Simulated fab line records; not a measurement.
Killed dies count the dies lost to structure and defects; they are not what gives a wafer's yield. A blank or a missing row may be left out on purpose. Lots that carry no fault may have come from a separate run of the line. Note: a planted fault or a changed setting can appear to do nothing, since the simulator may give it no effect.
Check for tools in common | flow sky130 | 33 wafers sampled across 11 lots

## REASON FOR OPENING
3 of 11 lots carry a flag on the reading NWELL_TW at SKY_NWELL_TW_MEAS_15. No-fault wafers: 1824, standard deviation 9.4.
Rule: a lot is flagged in two cases, either no wafer of it has a number, or all its wafers with numbers fall more than 4 standard deviations from that mean. The rest of the lots are taken to be sound.

lot  | measured     | on            | NWELL_TW, wafer by wafer | flag
L226 | day 5 04:21  | film metro-01 | 1811 1821 1815           |
L228 | day 5 16:37  | film metro-01 | 1822 1828 1821           |
L233 | day 6 23:21  | film metro-04 | 1840 1831 1838           |
L234 | day 7 06:20  | film metro-01 | 3616 3631 3641           | FLAGGED
L235 | day 7 12:45  | film metro-01 | 3635 3637 3637           | FLAGGED
L237 | day 7 21:10  | film metro-02 | 3659 3666 3647           | FLAGGED
L238 | day 8 06:48  | film metro-04 | 1816 1823 1817           |
L241 | day 8 23:06  | film metro-04 | 1822 1830 1834           |
L242 | day 9 02:38  | film metro-01 | 1831 1813 1823           |
L243 | day 9 12:46  | film metro-01 | 1810 1819 1819           |
L246 | day 10 10:30 | film metro-02 | 1821 1814 1820           |
On average the flagged lots read 3641, which is +1817 against the usual, or +99 or more standard deviations.

## WHICH TOOL RAN EACH LOT
The record holds 2 process steps before the reading, out of a route of 708 steps. Cell contents, in order: the tool; ch with the chambers the sampled wafers went through; the start.
lot  | flag    | SKY_FIELD_ISO_CMP_27         | SKY_NWELL_IMPLANT_11
L226 |         | cmp-02 ch 1,2, day 3 00:02   | implanter-04 ch 0, day 5 02:43
L228 |         | cmp-02 ch 1,2,3, day 3 11:04 | implanter-01 ch 0, day 5 16:02
L233 |         | cmp-02 ch 0,1,3, day 4 14:08 | implanter-01 ch 0, day 6 22:49
L234 | FLAGGED | cmp-02 ch 0,2, day 4 19:01   | implanter-01 ch 0, day 7 05:47
L235 | FLAGGED | cmp-02 ch 0,3, day 5 01:11   | implanter-01 ch 0, day 7 12:13
L237 | FLAGGED | cmp-01 ch 2,3, day 5 09:40   | implanter-01 ch 0, day 7 20:38
L238 |         | cmp-01 ch 0,1, day 5 17:05   | implanter-02 ch 0, day 8 06:16
L241 |         | cmp-02 ch 0,2,3, day 6 07:19 | implanter-04 ch 0, day 8 22:33
L242 |         | cmp-02 ch 1,2, day 6 11:01   | implanter-04 ch 0, day 9 02:05
L243 |         | cmp-02 ch 0,1,3, day 6 19:35 | implanter-02 ch 0, day 9 12:15
L246 |         | cmp-02 ch 0,1, day 7 13:24   | implanter-04 ch 0, day 10 09:57
What is done by these steps:
- SKY_FIELD_ISO_CMP_27: polishes, stops on Si3N4, t overpolish 16 s, target thk 457.8 nm.
- SKY_NWELL_IMPLANT_11
- SKY_NWELL_TW_MEAS_15

## FLAGGED OVER TOTAL, TOOL BY TOOL (the gauges that took the reading come last)
step                 | tool          | lots run | flagged | share of the flagged lots | sound lots run after its first flagged lot
SKY_FIELD_ISO_CMP_27 | cmp-01        | 2        | 1       | some                      | 1 (L238)
SKY_FIELD_ISO_CMP_27 | cmp-02        | 9        | 2       | some                      | 4 (L241,L242,L243,L246)
SKY_NWELL_IMPLANT_11 | implanter-01  | 5        | 3       | all                       | 0
SKY_NWELL_IMPLANT_11 | implanter-02  | 2        | 0       | none                      | -
SKY_NWELL_IMPLANT_11 | implanter-04  | 4        | 0       | none                      | -
SKY_NWELL_TW_MEAS_15 | film metro-01 | 6        | 2       | some                      | 2 (L242,L243)
SKY_NWELL_TW_MEAS_15 | film metro-02 | 2        | 1       | some                      | 1 (L246)
SKY_NWELL_TW_MEAS_15 | film metro-04 | 3        | 0       | none                      | -

## WHAT IS ALLOWED BY THE TABLE
All flagged lots share 1 row of the table, namely implanter-01 at SKY_NWELL_IMPLANT_11.
- implanter-01 at SKY_NWELL_IMPLANT_11: 3 of its 5 lots flagged. It ran its last sound lot, L233, at day 6 22:49 and its first flagged lot, L234, at day 7 05:47: a fault with its onset between the two fits. Its own readings lie more than 4 standard deviations out on every wafer of the flagged lots: beam on s, dose ions cm2, faraday current uA.
Left over: one tool, implanter-01 at SKY_NWELL_IMPLANT_11.

## WHAT WAS PUT IN BY THE SIMULATOR
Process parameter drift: implanter-01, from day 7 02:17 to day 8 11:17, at SKY_NWELL_IMPLANT_11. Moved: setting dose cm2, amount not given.
Shown lots that were struck: L234, L235, L237. The rule given above showed the same thing.
